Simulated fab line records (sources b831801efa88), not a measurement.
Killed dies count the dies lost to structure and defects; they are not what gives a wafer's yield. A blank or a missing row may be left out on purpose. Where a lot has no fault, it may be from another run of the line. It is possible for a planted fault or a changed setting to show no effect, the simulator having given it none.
Lot-split experiment    flow gf180mcu    23 wafers read from 5 lots, route of 602 steps

## THE SPLIT
At GF_MIM_SPUTTER_08 (material AlCu, target thk 200 nm, time 10.6 s), the setting time_s was moved away from the recipe's 10.6 s on 8 of the 23 wafers read, by -11.6% to +4.3%. All remaining wafers had this setting at the recipe value.

## FROM THE SPLIT TO THE READING: what the file shows between them, 4 steps
- GF_MIM_SPUTTER_09: material TiN, target thk 35 nm, time 29.2 s
- GF_MIM_RS_MEAS_10: measures by four-point-probe
- GF_MIM_THK_MEAS_11: measures by xrf
- GF_MIM_COAT_14: resist thk 1000 nm (also split here: resist_thk_nm)

## THE READING
oes_product_au, in a.u., at GF_MIM_METAL_ETCH_19 (etches the open film in Cl2/BCl3, stops on Si3N4, target depth 324.5 nm, time 54.1 s). A value of 0.943 a.u. with a standard deviation of 0.006 a.u. is what fault-free wafers of this fab line usually give.

wafer   tool, chamber at the split  time_s as run, s  against the recipe  oes_product_au, a.u.  against lot-mates on the recipe
L074.1  pvd_sputter-01, -           11.06             +4.3%               0.965                 +0.024
L074.2  pvd_sputter-01, -           10.6              recipe              0.938                 -
L074.3  pvd_sputter-01, -           10.6              recipe              0.944                 -
L074.4  pvd_sputter-01, -           11.06             +4.3%               0.957                 +0.016
L074.6  pvd_sputter-01, -           11.06             +4.3%               0.958                 +0.017
L077.1  pvd_sputter-02, -           10.6              recipe              0.939                 -
L077.2  pvd_sputter-02, -           10.6              recipe              0.944                 -
L077.4  pvd_sputter-02, -           10.6              recipe              0.936                 -
L077.5  pvd_sputter-02, -           9.372             -11.6%              0.904                 -0.036
L077.6  pvd_sputter-02, -           9.372             -11.6%              0.890                 -0.050
L081.2  pvd_sputter-01, -           10.6              recipe              0.950                 -
L081.4  pvd_sputter-01, -           10.6              recipe              0.946                 -
L081.6  pvd_sputter-01, -           10.6              recipe              0.952                 -
L082.1  pvd_sputter-04, -           10.6              recipe              0.950                 -
L082.3  pvd_sputter-04, -           10.6              recipe              0.942                 -
L082.4  pvd_sputter-04, -           10.6              recipe              0.943                 -
L082.5  pvd_sputter-04, -           10.6              recipe              0.935                 -
L082.6  pvd_sputter-04, -           10.6              recipe              0.946                 -
L085.1  pvd_sputter-01, -           10.6              recipe              0.938                 -
L085.2  pvd_sputter-01, -           9.724             -8.3%               0.915                 -0.029
L085.3  pvd_sputter-01, -           9.724             -8.3%               0.910                 -0.034
L085.4  pvd_sputter-01, -           9.724             -8.3%               0.915                 -0.029
L085.6  pvd_sputter-01, -           10.6              recipe              0.950                 -

THE FIT
A straight line over all 23 wafers: oes_product_au changes by +0.00385 a.u. for each +1% of time_s; r = +0.96; the points scatter about the line by 0.0053 a.u.
The same after taking each lot's own level away (the mean of its wafers on the recipe; 23 wafers): +0.0038 a.u. for each +1%; r = +0.97; scatter 0.0045 a.u.
That fit puts the effect of the largest move of time_s on the reading at 0.044 a.u.
The lots' own levels span 0.9397 to 0.9493 a.u., that is 1.6 times the standard deviation above.
So the lot-to-lot level changes the slope little: the two slopes agree.
Check: with one of the wafers moved furthest among these (-11.6%) left out of the fit, the line predicts -0.0462 a.u. for it against its lot-mates. Against them it came out at -0.0357 a.u.

## ADDITIONAL SPLITS CARRIED BY THESE WAFERS
Note: prior to the reading, these wafers also went through further splits. Each is held against what the fit with the lots' levels taken away leaves over:
other split on the same wafers   wafers away from the commonest value  r with oes_product_au (lot level and that fit taken away)
GF_V3_SPUTTER_21 time_s          6                                     +0.09
GF_M4_SPUTTER_01 power_w         7                                     -0.17
GF_M4_COAT_09 resist_thk_nm      6                                     +0.31
GF_V4_CMP_04 leave_above_ref_nm  7                                     +0.11
GF_V4_COAT_09 resist_thk_nm      9                                     +0.13
GF_V4_ETCH_17 bias_w             7                                     +0.11
GF_MIM_COAT_14 resist_thk_nm     9                                     -0.27

## THE WHOLE CHAIN: every reading that the file lists as answering this split, in the file's order
step                  what it does                                                                          reading                                                                         change (the file's fit)                    r (the file's)
GF_MIM_SPUTTER_08     material AlCu, target thk 200 nm, time 10.6 s                                         AlCu_of_MIM_SPUTTER_08.thk_nm (the simulator's own value, which no gauge read)  +2 nm for each +1% of the setting          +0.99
GF_MIM_RS_MEAS_10     measures by four-point-probe                                                          MIM_ALCU_RS                                                                     -0.00184 for each +1% of the setting       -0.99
GF_MIM_THK_MEAS_11    measures by xrf                                                                       MIM_ALCU_THK                                                                    +2.07 for each +1% of the setting          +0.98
GF_MIM_METAL_ETCH_19  etches the open film in Cl2/BCl3, stops on Si3N4, target depth 324.5 nm, time 54.1 s  oes_product_au                                                                  +0.00376 a.u. for each +1% of the setting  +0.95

## THE FILE'S OWN FIT
oes_product_au changes by +0.00376 a.u. for each +1% of time_s, r = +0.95.
